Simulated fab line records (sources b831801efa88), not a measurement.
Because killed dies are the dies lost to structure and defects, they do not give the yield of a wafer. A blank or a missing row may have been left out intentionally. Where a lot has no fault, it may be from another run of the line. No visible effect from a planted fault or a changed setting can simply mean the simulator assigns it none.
Chamber matching :: flow sky130 :: SKY_VIA4_CMP_02 on cmp-01 has 4 sister chambers
The step polishes SiO2. 42 wafers are shown with their chamber, then 12 later ones without.

== WAFERS PAIRED WITH THEIR CHAMBERS ==
wafer: L074.1
chamber: 0
motor-current-A (A): 9.8
edge-zone-pressure-frac: 0.994

wafer: L074.4
chamber: 3
motor-current-A (A): 11.5
edge-zone-pressure-frac: 1.003

wafer: L074.6
chamber: 0
motor-current-A (A): 10.5
edge-zone-pressure-frac: 0.998

wafer: L075.2
chamber: 2
motor-current-A (A): 12.3
edge-zone-pressure-frac: 0.991

wafer: L075.3
chamber: 1
motor-current-A (A): 11.9
edge-zone-pressure-frac: 1.001

wafer: L075.4
chamber: 0
motor-current-A (A): 10.0
edge-zone-pressure-frac: 1.004

wafer: L076.2
chamber: 0
motor-current-A (A): 9.8
edge-zone-pressure-frac: 1.000

wafer: L076.3
chamber: 1
motor-current-A (A): 12.4
edge-zone-pressure-frac: 1.000

wafer: L076.6
chamber: 2
motor-current-A (A): 12.4
edge-zone-pressure-frac: 1.001

wafer: L077.1
chamber: 3
motor-current-A (A): 12.6
edge-zone-pressure-frac: 1.004

wafer: L077.4
chamber: 2
motor-current-A (A): 12.6
edge-zone-pressure-frac: 0.999

wafer: L077.5
chamber: 2
motor-current-A (A): 12.7
edge-zone-pressure-frac: 0.998

wafer: L080.1
chamber: 2
motor-current-A (A): 12.8
edge-zone-pressure-frac: 1.000

wafer: L080.3
chamber: 3
motor-current-A (A): 12.0
edge-zone-pressure-frac: 1.005

wafer: L080.4
chamber: 0
motor-current-A (A): 10.4
edge-zone-pressure-frac: 0.994

wafer: L081.2
chamber: 1
motor-current-A (A): 11.6
edge-zone-pressure-frac: 0.991

wafer: L081.5
chamber: 2
motor-current-A (A): 12.6
edge-zone-pressure-frac: 0.999

wafer: L081.6
chamber: 3
motor-current-A (A): 12.4
edge-zone-pressure-frac: 0.999

wafer: L082.2
chamber: 1
motor-current-A (A): 12.1
edge-zone-pressure-frac: 1.002

wafer: L082.5
chamber: 0
motor-current-A (A): 10.0
edge-zone-pressure-frac: 0.998

wafer: L082.6
chamber: 3
motor-current-A (A): 12.6
edge-zone-pressure-frac: 0.996

wafer: L085.1
chamber: 3
motor-current-A (A): 12.2
edge-zone-pressure-frac: 1.005

wafer: L085.4
chamber: 1
motor-current-A (A): 12.4
edge-zone-pressure-frac: 0.999

wafer: L085.6
chamber: 0
motor-current-A (A): 10.7
edge-zone-pressure-frac: 1.001

wafer: L087.2
chamber: 0
motor-current-A (A): 10.2
edge-zone-pressure-frac: 0.999

wafer: L087.3
chamber: 1
motor-current-A (A): 11.7
edge-zone-pressure-frac: 0.997

wafer: L087.6
chamber: 1
motor-current-A (A): 12.4
edge-zone-pressure-frac: 1.007

wafer: L090.1
chamber: 2
motor-current-A (A): 12.2
edge-zone-pressure-frac: 1.005

wafer: L090.3
chamber: 1
motor-current-A (A): 12.0
edge-zone-pressure-frac: 1.003

wafer: L090.6
chamber: 2
motor-current-A (A): 12.6
edge-zone-pressure-frac: 1.004

wafer: L089.3
chamber: 0
motor-current-A (A): 9.7
edge-zone-pressure-frac: 0.996

wafer: L089.4
chamber: 1
motor-current-A (A): 12.6
edge-zone-pressure-frac: 0.998

wafer: L089.6
chamber: 1
motor-current-A (A): 12.2
edge-zone-pressure-frac: 0.994

wafer: L086.1
chamber: 1
motor-current-A (A): 11.5
edge-zone-pressure-frac: 0.997

wafer: L086.3
chamber: 0
motor-current-A (A): 10.6
edge-zone-pressure-frac: 1.006

wafer: L086.5
chamber: 3
motor-current-A (A): 12.0
edge-zone-pressure-frac: 1.000

wafer: L088.1
chamber: 2
motor-current-A (A): 11.4
edge-zone-pressure-frac: 0.996

wafer: L088.3
chamber: 0
motor-current-A (A): 10.5
edge-zone-pressure-frac: 0.987

wafer: L088.5
chamber: 3
motor-current-A (A): 12.0
edge-zone-pressure-frac: 1.001

wafer: L091.2
chamber: 1
motor-current-A (A): 12.5
edge-zone-pressure-frac: 0.998

wafer: L091.3
chamber: 0
motor-current-A (A): 10.8
edge-zone-pressure-frac: 0.999

wafer: L091.4
chamber: 2
motor-current-A (A): 12.0
edge-zone-pressure-frac: 1.003

SIGNATURES, as means of the wafers listed above
reading: motor-current-A
chamber 0: 10.250
chamber 1: 12.108
chamber 2: 12.360
chamber 3: 12.162
scatter within a chamber: 0.385

reading: edge-zone-pressure-frac
chamber 0: 0.99800
chamber 1: 0.99892
chamber 2: 0.99960
chamber 3: 1.00162
scatter within a chamber: 0.00426
Rule: a wafer lies at a distance from a chamber equal to the root of the sum of squares, over the readings, of (its reading less the chamber's mean, divided by the reading's scatter). If the next closest chamber is less than 2 further off than the closest, the wafer can't be placed; otherwise it belongs to the closest. The scatter: the root of (the sum of the squares of (reading less its chamber's mean) over the shown wafers, divided by (wafers less chambers)).

== WAFERS WITHOUT THEIR CHAMBER ==
wafer: L092.2
motor-current-A (A): 10.5
edge-zone-pressure-frac: 0.998

wafer: L092.3
motor-current-A (A): 11.8
edge-zone-pressure-frac: 1.011

wafer: L092.5
motor-current-A (A): 9.9
edge-zone-pressure-frac: 0.996

wafer: L093.1
motor-current-A (A): 11.5
edge-zone-pressure-frac: 0.995

wafer: L093.3
motor-current-A (A): 10.0
edge-zone-pressure-frac: 0.993

wafer: L093.6
motor-current-A (A): 11.7
edge-zone-pressure-frac: 1.000

wafer: L095.2
motor-current-A (A): 12.8
edge-zone-pressure-frac: 1.003

wafer: L095.3
motor-current-A (A): 12.1
edge-zone-pressure-frac: 1.001

wafer: L095.6
motor-current-A (A): 9.7
edge-zone-pressure-frac: 0.989

wafer: L096.1
motor-current-A (A): 12.0
edge-zone-pressure-frac: 1.009

wafer: L096.5
motor-current-A (A): 10.2
edge-zone-pressure-frac: 1.008

wafer: L096.6
motor-current-A (A): 12.1
edge-zone-pressure-frac: 1.004

== THE CHAMBER EACH PASSED THROUGH ==
wafer: L092.2
from the rows above: 0
in truth: 0

wafer: L092.3
from the rows above: can't be placed: 3 or 1 or 2
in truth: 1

wafer: L092.5
from the rows above: 0
in truth: 0

wafer: L093.1
from the rows above: can't be placed: 1 or 3 or 2 or 0
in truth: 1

wafer: L093.3
from the rows above: 0
in truth: 0

wafer: L093.6
from the rows above: can't be placed: 1 or 3 or 2
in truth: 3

wafer: L095.2
from the rows above: can't be placed: 2 or 3 or 1
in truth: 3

wafer: L095.3
from the rows above: can't be placed: 3 or 1 or 2
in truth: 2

wafer: L095.6
from the rows above: 0
in truth: 0

wafer: L096.1
from the rows above: can't be placed: 3 or 1 or 2
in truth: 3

wafer: L096.5
from the rows above: 0
in truth: 0

wafer: L096.6
from the rows above: can't be placed: 3 or 1 or 2
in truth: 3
Placed correctly: 5 of 12. From these rows, 7 cannot be placed; in 7 the true chamber is one of the candidates. Placed wrongly: 0.
